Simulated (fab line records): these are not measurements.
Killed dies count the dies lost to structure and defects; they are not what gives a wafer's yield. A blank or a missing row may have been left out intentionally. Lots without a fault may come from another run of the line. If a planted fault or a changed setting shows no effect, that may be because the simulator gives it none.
What tool caused it?	flow gf180mcu	Sampling: 12 lots, 36 wafers, 5 of 602 route steps

## WHAT THE GAUGES SHOWED, per wafer
GF_HV_LDD_TW_MEAS_11. Usual: HV_LDD_TW gives 2420 (standard deviation 21).
lot	measured	on	HV_LDD_TW	flag
L700	day 10 00:59	filmMetro-03	2419 2418 2418	
L701	day 10 08:16	filmMetro-03	2436 2425 2447	
L702	day 10 14:22	filmMetro-02	2365 2386 2392	
L703	day 11 00:37	filmMetro-03	2443 2425 2428	
L704	day 11 07:44	filmMetro-03	2444 2431 2442	
L705	day 11 13:53	filmMetro-01	2447 2447 2435	
L707	day 12 01:37	filmMetro-02	2389 2392 2384	
L709	day 12 17:05	filmMetro-03	2438 2443 2442	
L711	day 13 14:02	filmMetro-01	2422 2427 2431	
L719	day 16 06:49	filmMetro-03	2433 2438 2438	
L721	day 16 12:13	filmMetro-01	2293 2308 2306	OFF
L722	day 17 03:55	filmMetro-01	2325 2326 2333	OFF

GF_HV_LDD_RS_MEAS_53: uses a four-point probe to measure. Usual: HV_LDD_RS gives 419.4 ohm/sq (standard deviation 0.9).
lot	measured	on	HV_LDD_RS (ohm/sq)	flag
L700	day 12 10:14	filmMetro-02	419.8 419.9 420.8	
L701	day 12 17:44	filmMetro-01	420.0 418.6 418.9	
L702	day 13 00:19	filmMetro-03	420.8 419.6 419.1	
L703	day 13 11:41	filmMetro-02	420.6 420.0 420.1	
L704	day 13 19:46	filmMetro-02	419.7 419.8 419.9	
L705	day 14 02:07	filmMetro-02	420.5 421.0 419.8	
L707	day 14 16:00	filmMetro-02	420.1 418.8 419.8	
L709	day 15 08:37	filmMetro-03	417.6 418.0 417.2	
L711	day 16 06:40	filmMetro-03	419.3 419.9 420.8	
L719	day 19 07:26	filmMetro-02	419.4 418.8 420.5	
L721	day 19 11:44	filmMetro-01	422.8 423.8 423.0	OFF
L722	day 20 04:16	filmMetro-02	422.6 422.9 423.1	OFF

GF_CONTACT_BOW_MEAS_05. Usual: CONTACT_BOW gives 66 um (standard deviation 6.9).
lot	measured	on	CONTACT_BOW (um)	flag
L700	day 15 04:44	filmMetro-01	78 55 72	
L701	day 15 12:13	filmMetro-03	53 65 79	
L702	day 15 20:39	filmMetro-02	67 67 65	
L703	day 16 08:25	filmMetro-01	55 63 67	
L704	day 16 16:58	filmMetro-03	75 65 59	
L705	day 17 00:12	filmMetro-02	64 61 50	
L707	day 17 16:09	filmMetro-03	54 62 60	
L709	day 18 10:55	filmMetro-01	55 69 64	
L711	day 19 11:14	filmMetro-03	91 77 71	
L719	day 22 14:25	filmMetro-03	78 68 75	
L721	day 22 17:16	filmMetro-01	74 64 67	
L722	day 23 08:05	filmMetro-02	75 62 69	

## WHICH TOOL RAN EACH LOT (tool, then ch and the chambers of the sampled wafers, then the start)
lot	GF_VT_IMPLANT_STRIP_20	GF_HV_LDD_IMPLANT_09
L700	plasmaAsher-03 ch 0,1, day 6 07:10	implanter-03 ch 0, day 10 00:46
L701	plasmaAsher-04 ch 0,1, day 6 12:59	implanter-03 ch 0, day 10 08:01
L702	plasmaAsher-03 ch 0,1, day 6 17:47	implanter-03 ch 0, day 10 14:07
L703	plasmaAsher-02 ch 0,1, day 7 03:38	implanter-03 ch 0, day 11 00:23
L704	plasmaAsher-03 ch 0,1, day 7 10:11	implanter-02 ch 0, day 11 07:29
L705	plasmaAsher-04 ch 0,1, day 7 12:50	implanter-03 ch 0, day 11 13:38
L707	plasmaAsher-03 ch 0,1, day 8 00:14	implanter-03 ch 0, day 12 01:22
L709	plasmaAsher-03 ch 0,1, day 8 12:55	implanter-02 ch 0, day 12 16:52
L711	plasmaAsher-04 ch 0,1, day 9 07:29	implanter-02 ch 0, day 13 13:47
L719	plasmaAsher-02 ch 0,1, day 11 14:40	implanter-01 ch 0, day 16 06:35
L721	plasmaAsher-03 ch 0,1, day 11 18:02	implanter-02 ch 0, day 16 11:59
L722	plasmaAsher-04 ch 0,1, day 12 05:40	implanter-02 ch 0, day 17 03:41
- GF_VT_IMPLANT_STRIP_20: strips in O2/N2.
- GF_HV_LDD_IMPLANT_09

## AS READ BY THE TOOLS THEMSELVES (means over the sampled wafers that have a number; for cases with no such wafer, the mark the record gives instead)
GF_VT_IMPLANT_STRIP_20. Usual: chamberPressureMTorr 1500.0 mTorr, standard deviation 1.4; drypumpMotorCurrentA 5.7 A, standard deviation 0.32; heaterPowerW 346 W, standard deviation 35; o2FlowSccm 3000 sccm, standard deviation 9.5; oesProductAu 0.715 a.u., standard deviation 0.0042; stripTimeToEndpointS 12.61 s, standard deviation 0.035.
lot	tool	chamberPressureMTorr (mTorr)	drypumpMotorCurrentA (A)	heaterPowerW (W)	o2FlowSccm (sccm)	oesProductAu (a.u.)	stripTimeToEndpointS (s)	flag
L700	plasmaAsher-03	1499.2	5.8	357	2998	0.715	12.63	
L701	plasmaAsher-04	1500.6	5.6	360	3010	0.713	12.68	
L702	plasmaAsher-03	1500.2	5.8	362	3000	0.717	12.55	
L703	plasmaAsher-02	1501.3	5.6	326	3006	0.715	12.57	
L704	plasmaAsher-03	1499.5	5.8	362	2998	0.715	12.62	
L705	plasmaAsher-04	1501.0	5.6	363	2990	0.719	12.58	
L707	plasmaAsher-03	1499.1	5.8	358	3005	0.713	12.65	
L709	plasmaAsher-03	1500.4	6.0	356	2998	0.717	12.63	
L711	plasmaAsher-04	1499.6	5.7	365	2993	0.714	12.62	
L719	plasmaAsher-02	1498.3	5.6	324	2996	0.717	12.64	
L721	plasmaAsher-03	1500.5	6.1	359	2993	0.718	12.59	
L722	plasmaAsher-04	1500.0	5.8	363	2995	0.715	12.62	

GF_HV_LDD_IMPLANT_09. Usual: beamEnergyKeV reads 40.001 (standard deviation 0.014).
lot	tool	beamEnergyKeV	flag
L700	implanter-03	39.989	
L701	implanter-03	39.999	
L702	implanter-03	40.016	
L703	implanter-03	40.009	
L704	implanter-02	40.011	
L705	implanter-03	40.000	
L707	implanter-03	39.993	
L709	implanter-02	39.999	
L711	implanter-02	40.007	
L719	implanter-01	39.994	
L721	implanter-02	33.833	OFF
L722	implanter-02	33.866	OFF

## THE ANSWER, worked out from the rows above alone
Rule: a lot is off if the mean of its wafers that have a number lies more than 3 standard deviations from the usual mean. A lot without any number at a reading at which 4 lots or more have one is off too. Any other lot the step has rows for is counted as sound. After the gauges, taken in route order, come the tools' own readings; for these a lot's mean is taken, as printed above. At the first step where some lot is off, the reading lying furthest off is the one used; lots without a number count as furthest.
Off: L721, L722, at GF_HV_LDD_TW_MEAS_11 (HV_LDD_TW).
If a tool, at a process step before that reading, ran all the lots that are off and no sound lot after the first of them, it fits. Not tried: the gauges at GF_HV_LDD_TW_MEAS_11; whatever is off there is also off at GF_HV_LDD_IMPLANT_09, on other tools, and gauge error can't account for it. One fits: GF_HV_LDD_IMPLANT_09 on implanter-02. Its last sound lot is L711 (day 13 13:47), its first lot that is off L721 (day 16 11:59): a fault that began between those two fits.
The tool's own readings at GF_HV_LDD_IMPLANT_09 bear it out: on the lots that are off they differ by more than 5 times the standard deviation of the sound lots' means. beamEnergyKeV reads 33.849 there against 40.002 on the sound lots.

## WHAT THE SIMULATOR PUT IN
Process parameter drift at GF_HV_LDD_IMPLANT_09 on implanter-02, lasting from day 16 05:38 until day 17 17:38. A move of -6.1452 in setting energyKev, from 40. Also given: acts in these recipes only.
Shown lots that were struck: L721, L722. Same finding as the rule above.
